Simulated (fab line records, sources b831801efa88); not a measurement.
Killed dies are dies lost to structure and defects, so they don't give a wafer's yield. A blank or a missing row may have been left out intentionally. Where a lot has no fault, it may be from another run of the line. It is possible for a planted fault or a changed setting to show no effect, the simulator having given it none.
Lot-split experiment | flow sfq-line | 23 wafers read across 5 lots, on a route 325 steps long

## ON THE SPLIT
At SFQ_TRILAYER_I6_CMP_CMP_166 (polishes SiO2), the setting leave-above-ref-nm was moved away from the recipe's 200 nm on 4 of the 23 wafers read, by -6.7% to +6.6%. For the rest of the wafers, this setting stayed at what the recipe calls for.

## FROM THE SPLIT TO THE READING: what the file shows between them, 4 steps
- SFQ_TRILAYER_I6_METRO_MEASURE_167
- SFQ_TRILAYER_I6_VIA_LITHO_PEB_172: peb time 60 s (also split here: peb-time-s)
- SFQ_TRILAYER_I6_VIA_LITHO_DEVELOP_171: time 60 s
- SFQ_TRILAYER_I6_VIA_BARC_OPEN_VIA_ETCH_235: etches BARC in O2, target depth 125 nm, time 41.7 s

## THE READING
oes-product-au, in a.u., at SFQ_TRILAYER_I6_VIA_ETCH_VIA_ETCH_172 (etches SiO2 in CHF3, stops on Nb, target depth 260 nm). Typical for fault-free wafers on this fab line: 0.854 a.u., with standard deviation 0.0049 a.u.

wafer  | tool, chamber at the split | leave-above-ref-nm as run, nm | against the recipe | oes-product-au, a.u. | against lot-mates on the recipe
L078.1 | cmp-01, 2,0                | 200                           | recipe             | 0.851                | -
L078.2 | cmp-01, 0                  | 213.2                         | +6.6%              | 0.878                | +0.024
L078.3 | cmp-01, 3                  | 213.2                         | +6.6%              | 0.883                | +0.029
L078.5 | cmp-01, 2,0                | 200                           | recipe             | 0.850                | -
L078.6 | cmp-01, 1                  | 200                           | recipe             | 0.861                | -
L080.3 | cmp-01, 1                  | 200                           | recipe             | 0.857                | -
L080.4 | cmp-01, 3                  | 200                           | recipe             | 0.848                | -
L080.5 | cmp-01, 3                  | 200                           | recipe             | 0.851                | -
L082.1 | cmp-02, 2                  | 200                           | recipe             | 0.855                | -
L082.2 | cmp-02, 1                  | 200                           | recipe             | 0.849                | -
L082.3 | cmp-02, 3                  | 200                           | recipe             | 0.859                | -
L082.5 | cmp-02, 3                  | 200                           | recipe             | 0.860                | -
L082.6 | cmp-02, 0                  | 200                           | recipe             | 0.850                | -
L083.1 | cmp-01, 0                  | 200                           | recipe             | 0.853                | -
L083.3 | cmp-01, 2                  | 200                           | recipe             | 0.846                | -
L083.4 | cmp-01, 3                  | 186.6                         | -6.7%              | 0.830                | -0.021
L083.5 | cmp-01, 3                  | 200                           | recipe             | 0.853                | -
L083.6 | cmp-01, 0                  | 186.6                         | -6.7%              | 0.827                | -0.024
L084.1 | cmp-01, 0                  | 200                           | recipe             | 0.851                | -
L084.2 | cmp-01, 2                  | 200                           | recipe             | 0.847                | -
L084.3 | cmp-01, 1                  | 200                           | recipe             | 0.853                | -
L084.4 | cmp-01, 3                  | 200                           | recipe             | 0.851                | -
L084.6 | cmp-01, 0                  | 200                           | recipe             | 0.856                | -
If several chambers appear in one row, that row covers several wafers at once and the file leaves open which wafer was in which chamber.

FIT RESULTS
A straight line over all 23 wafers: oes-product-au changes by +0.00391 a.u. for each +1% of leave-above-ref-nm; r = +0.94; the points scatter about the line by 0.0042 a.u.
The same after taking each lot's own level away (the mean of its wafers on the recipe; 23 wafers): +0.00366 a.u. for each +1%; r = +0.94; scatter 0.004 a.u.
Per that fit: largest leave-above-ref-nm move, reading shift of 0.025 a.u.
Across the lots, their own levels run from 0.8507 to 0.8546 a.u., a range of 0.8 times the standard deviation given above.
Hence the lot-to-lot level has little effect on the slope; both slopes agree.
Check: for one of the wafers moved furthest among these (-6.7%), held out of the fit, the line's prediction against its lot-mates is -0.0255 a.u. It came out at -0.0207 a.u. against them.

## OTHER SPLITS APPLIED TO THESE WAFERS
Note: prior to the reading, these wafers also went through further splits. Each is held against what the fit with the lots' levels taken away leaves over:
other split on the same wafers               | wafers away from the commonest value | r with oes-product-au (lot level and that fit taken away)
SFQ_TRILAYER_M6_LITHO_COAT_164 resist-thk-nm | 8                                    | +0.25
SFQ_TRILAYER_I6_VIA_LITHO_PEB_172 peb-time-s | 4                                    | -0.03

## THE WHOLE CHAIN: every reading that the file lists as answering this split, in the file's order
step                                  | what it does                                          | reading                                                                                   | change (the file's fit)                   | r (the file's)
SFQ_TRILAYER_I6_CMP_CMP_166           | polishes SiO2                                         | SiO2_of_TRILAYER_I6_DEP_PECVD_165.thk-nm (the simulator's own value, which no gauge read) | +2 nm for each +1% of the setting         | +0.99
SFQ_TRILAYER_I6_METRO_MEASURE_167     |                                                       | thk-nm                                                                                    | +2.01 nm for each +1% of the setting      | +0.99
SFQ_TRILAYER_I6_VIA_ETCH_VIA_ETCH_172 | etches SiO2 in CHF3, stops on Nb, target depth 260 nm | oes-product-au                                                                            | +0.00373 a.u. for each +1% of the setting | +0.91
SFQ_TRILAYER_I6_VIA_ETCH_VIA_ETCH_172 | etches SiO2 in CHF3, stops on Nb, target depth 260 nm | I6.feature-depth-nm (the simulator's own value, which no gauge read)                      | +2 nm for each +1% of the setting         | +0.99

## FILE'S OWN FIT
oes-product-au changes by +0.00373 a.u. for each +1% of leave-above-ref-nm, r = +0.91.
